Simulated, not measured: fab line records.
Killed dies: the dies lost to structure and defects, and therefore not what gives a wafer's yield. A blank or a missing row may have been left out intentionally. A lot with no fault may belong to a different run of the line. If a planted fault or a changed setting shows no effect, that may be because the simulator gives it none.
A lot that was struck, set against a sound lot | flow sfq-line | 13 steps out of a route of 325
Sound: the wafers L986.1, L986.5, L986.6. Struck: wafers L989.1, L989.3. (L989.4 of the same lot was not struck and is left out.) The cause comes at the end.
Each step with rows lists, per side, the tool, then ch with its chambers, then its first start. Under that, the readings that differ: sound wafers | struck wafers | difference of the means | sigmas: that difference in standard deviations of wafers without a fault.
alike: same words and numbers on both sides, and readings whose means sit less than 2 such deviations apart. not compared: any withheld reading, any reading some wafer has no value for, any bound like >300 that may hide the same value, and any number with overlapping values for which the record gives no deviation.
A row with sigmas, a row that says differs or no value, or rows on one side alone: a step with any of these is where the two part. When numbers do not overlap yet have no deviation, they are printed without sigmas and do not part them. Lack of a reading on every wafer of one side parts them only where that side has two or more wafers.

first, 1 step without rows for these wafers: SFQ_TRILAYER_JJ_TRILAYER_DEP_AL_OXIDATION_111 (oxidation time 600 s).
SFQ_TRILAYER_JJ_TRILAYER_DEP_SPUTTER_112: material Nb, target thk 170 nm, time 113.3 s.
  sound on pvd-sputter-06 at day 51 15:58; struck on pvd-sputter-03 at day 52 20:32
  alike: throttle-valve-pct
SFQ_JJ_RS_MEAS_929: measures by four-point-probe.
  sound on film-metro-01 at day 51 16:03; struck on film-metro-04 at day 52 20:37
  alike: JJ_NB_RS
then, 6 steps without rows for these wafers: SFQ_TRILAYER_JJ_CE_LITHO_COAT_119 (resist thk 62 nm); SFQ_TRILAYER_JJ_CE_LITHO_COAT_114 (resist thk 600 nm); SFQ_TRILAYER_JJ_CE_LITHO_SOFTBAKE_118; SFQ_TRILAYER_JJ_CE_LITHO_EXPOSE_115 (exposes mask J5, target cd 700 nm); SFQ_TRILAYER_JJ_CE_LITHO_PEB_117 (peb time 60 s); SFQ_TRILAYER_JJ_CE_LITHO_DEVELOP_116 (time 60 s).
-- the record jumps here: 5 days lie between the struck wafers' starts before and after --
SFQ_JJ_OVL_MEAS_931:
  sound on overlay-02 at day 57 04:23; struck on overlay-02 at day 57 23:16
  alike: J5_OVL
SFQ_TRILAYER_JJ_CE_METRO_MEASURE_117:
  sound on cd-sem-02 at day 57 04:26; struck on cd-sem-01 at day 57 23:18
  alike: cd-nm
SFQ_TRILAYER_JJ_CE_BARC_OPEN_RIE_150: chemistry O2, target BARC, target depth 240 nm, time 80 s.
  sound on rie-metal-04 ch 1, day 57 05:38; struck on rie-metal-04 ch 0, day 58 00:30
  reading    | sound             | struck      | difference | sigmas
  bias-w (W) | 80.43 80.08 80.06 | 83.59 83.55 | +3.38      | +15
  alike: drypump-motor-current-A, oes-product-au
  not compared: rf-hours-counter-h
SFQ_TRILAYER_JJ_CE_ETCH_RIE_118: chemistry SF6, target Nb, stops on Al2O3, time 97.7 s, target depth 170 nm.
  sound on rie-metal-04 ch 1, day 57 05:49; struck on rie-metal-04 ch 0, day 58 00:35
  reading    | sound             | struck      | difference | sigmas
  bias-w (W) | 79.86 80.15 80.27 | 79.55 79.49 | -0.57      | -2
  alike: drypump-motor-current-A, oes-product-au
  not compared: rf-hours-counter-h

== WHERE THEY PART ==
Last at SFQ_TRILAYER_JJ_CE_ETCH_RIE_118 as far as this record goes, first at SFQ_TRILAYER_JJ_CE_BARC_OPEN_RIE_150.

WHY: what had been put in by the simulator
rie-metal-04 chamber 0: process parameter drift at SFQ_TRILAYER_JJ_CE_BARC_OPEN_RIE_150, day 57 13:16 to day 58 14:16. The setting bias-w was moved by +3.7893, starting from 80. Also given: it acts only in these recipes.
